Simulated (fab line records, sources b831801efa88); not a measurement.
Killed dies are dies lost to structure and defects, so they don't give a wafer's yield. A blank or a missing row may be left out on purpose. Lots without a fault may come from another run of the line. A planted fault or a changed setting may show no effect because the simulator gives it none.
fab line records | flow gf180mcu
record lots=5 wafers=15 last_day=34
route steps=602 shown V4@481
lots that met no fault: from a run of the same line without faults
start_h: hours from the record's first day to the start of the lot's first wafer shown | wait_h: hours since the lot's step before | " the same as in the row above | L1.1+2: a row that stands for several wafers | - no value, or no start given | * or withheld: withheld | < > ~ a bound
route shown NAME@n: a module of which the file shows steps, and the number in the route of the first | usual: mean/standard deviation of fault-free wafers | same: alike in all rows | chamber/n: place in a boat | sites: the reading at each site | _std_site: their standard deviation | _edge_site: outer sites' mean less inner sites' | radius_mm: how far each site lies from the wafer's centre | mask NAME#n: copy n | behind: the tool/chamber that last shaped the wafer | hold: why the lot was held/for how many hours/how that ended | device: the transistor (n, p or np) that didn't switch | end of line: the same wafers' tests at the end of the route | a step without rows: its recipe alone | killed: dies lost to structure and defects at the first sort, not the wafer's yield | map: a wafer's dies, x killed, . not, _ none there
set.NAME: the setting as run; set.NAME@STEP: as run at that earlier step | model.NAME: the simulator's own value behind a step, which no gauge read
lots at some steps of the route; a table a step, a row a wafer
services: from which hour (start_h, from the record's first day; less than 0 if before it) a tool's chamber was out of use, for how many hours, and why
## steps
# step GF_V4_BOW_MEAS_05
# recipe mode=bow
# usual V4_BOW=138/9.2
# columns lot.wafer tool chamber start_h wait_h V4_BOW[um]
L075.1 film_metro-01 - 547.51 0.2 143
L075.2 " - " " 135
L075.5 " - " " 142
L076.4 film_metro-04 - 552.97 0.2 131
L076.5 " - " " 117
L076.6 " - " " 125
L081.1 film_metro-01 - 595.07 0.2 137
L081.3 " - " " 140
L081.5 " - " " 135
L090.3 film_metro-04 - 669.84 0.1 138
L090.4 " - " " 141
L090.6 " - " " 142
L095.1 film_metro-01 - 699.36 0.1 135
L095.4 " - " " 136
L095.5 " - " " 127
# step GF_V4_DEHYDRATE_06
# recipe temp_c=200 time_s=60
# columns lot.wafer tool chamber start_h wait_h
L075.1+2+5 litho_track-04 0 558.37 10.8
L076.4+5+6 litho_track-04 0 563.64 10.7
L081.1+3+5 litho_track-04 0 604.82 9.7
L090.3+4+6 litho_track-01 0 678.99 9.1
L095.1+4+5 litho_track-01 0 707.84 8.5
# step GF_V4_HMDS_07
# recipe prime_time_s=60 prime_temp_c=120
# columns lot.wafer tool chamber start_h wait_h
L075.1+2+5 litho_track-04 0 558.52 0.1
L076.4+5+6 litho_track-04 0 563.79 0.1
L081.1+3+5 litho_track-04 0 604.97 0.1
L090.3+4+6 litho_track-01 0 679.14 0.1
L095.1+4+5 litho_track-01 0 707.99 0.1
# step GF_V4_COAT_08
# recipe resist=BARC temp_c=withheld time_s=withheld spin_rpm=withheld resist_thk_nm=withheld
# columns lot.wafer tool chamber start_h wait_h
L075.1+2+5 litho_track-04 0 558.67 0.1
L076.4+5+6 litho_track-04 0 563.94 0.1
L081.1+3+5 litho_track-04 0 605.12 0.1
L090.3+4+6 litho_track-01 0 679.29 0.1
L095.1+4+5 litho_track-01 0 708.14 0.1
# step GF_V4_COAT_09
# recipe resist=KrF spin_rpm=withheld resist_thk_nm=1000
# columns lot.wafer tool chamber start_h wait_h
L075.1+2+5 litho_track-04 0 - -
L076.4+5+6 litho_track-04 0 - -
L081.1+3+5 litho_track-04 0 - -
L090.3+4+6 litho_track-01 0 - -
L095.1+4+5 litho_track-01 0 - -
# step GF_V4_SOFTBAKE_10
# recipe temp_c=130 time_s=60 resist=KrF
# columns lot.wafer tool chamber start_h wait_h
L075.1+2+5 litho_track-04 0 - -
L076.4+5+6 litho_track-04 0 - -
L081.1+3+5 litho_track-04 0 - -
L090.3+4+6 litho_track-01 0 - -
L095.1+4+5 litho_track-01 0 - -
# step GF_V4_EXPOSE_11
# recipe mask_id=Via4 target_cd_nm=260 na=0.68 source_shape=conventional sigma_outer=0.6 dose_mj=38
# usual focus_offset_nm=0.1/0.57 reticle_temp_C=22.99/0.1
# columns lot.wafer tool chamber start_h wait_h mask focus_offset_nm reticle_temp_C
L075.1 krf_scanner-02 0 - - Via4#0 0.0 23.02
L075.2 " 0 " " Via4#0 0.0 23.03
L075.5 " 0 " " Via4#0 -0.6 23.07
L076.4 krf_scanner-02 0 - - Via4#0 1.0 23.08
L076.5 " 0 " " Via4#0 0.1 22.97
L076.6 " 0 " " Via4#0 -0.1 22.94
L081.1 krf_scanner-02 0 - - Via4#0 0.3 22.69
L081.3 " 0 " " Via4#0 0.7 22.82
L081.5 " 0 " " Via4#0 0.3 22.82
L090.3 krf_scanner-02 0 - - Via4#0 0.1 23.06
L090.4 " 0 " " Via4#0 -0.5 23.17
L090.6 " 0 " " Via4#0 0.2 22.95
L095.1 krf_scanner-02 0 - - Via4#0 -0.1 22.94
L095.4 " 0 " " Via4#0 0.6 22.93
L095.5 " 0 " " Via4#0 -0.6 22.99
# step GF_V4_PEB_12
# recipe peb_temp_c=135 peb_time_s=90 resist=KrF
# same peb_time_s=90
# columns lot.wafer tool chamber start_h wait_h
L075.1+2+5 litho_track-01 0 - -
L076.4+5+6 litho_track-01 0 - -
L081.1+3+5 litho_track-03 0 - -
L090.3+4+6 litho_track-04 0 - -
L095.1+4+5 litho_track-03 0 - -
# step GF_V4_DEVELOP_13
# recipe develop_time_s=60 resist=KrF dev_temp_c=21
# columns lot.wafer tool chamber start_h wait_h
L075.1+2+5 litho_track-01 0 569.29 0.2
L076.4+5+6 litho_track-01 0 574.92 0.1
L081.1+3+5 litho_track-03 0 615.84 0.2
L090.3+4+6 litho_track-04 0 688.52 0.1
L095.1+4+5 litho_track-03 0 717.24 0.2
## services
# columns tool chamber start_h hours kind
krf_scanner-02 - 584.96 0.4 repair
krf_scanner-02 - 594.82 1.3 pm
krf_scanner-02 0 657.99 - calibration
krf_scanner-02 - 661.43 0.8 pm
krf_scanner-02 - 667.16 1.0 pm
## key
fault none
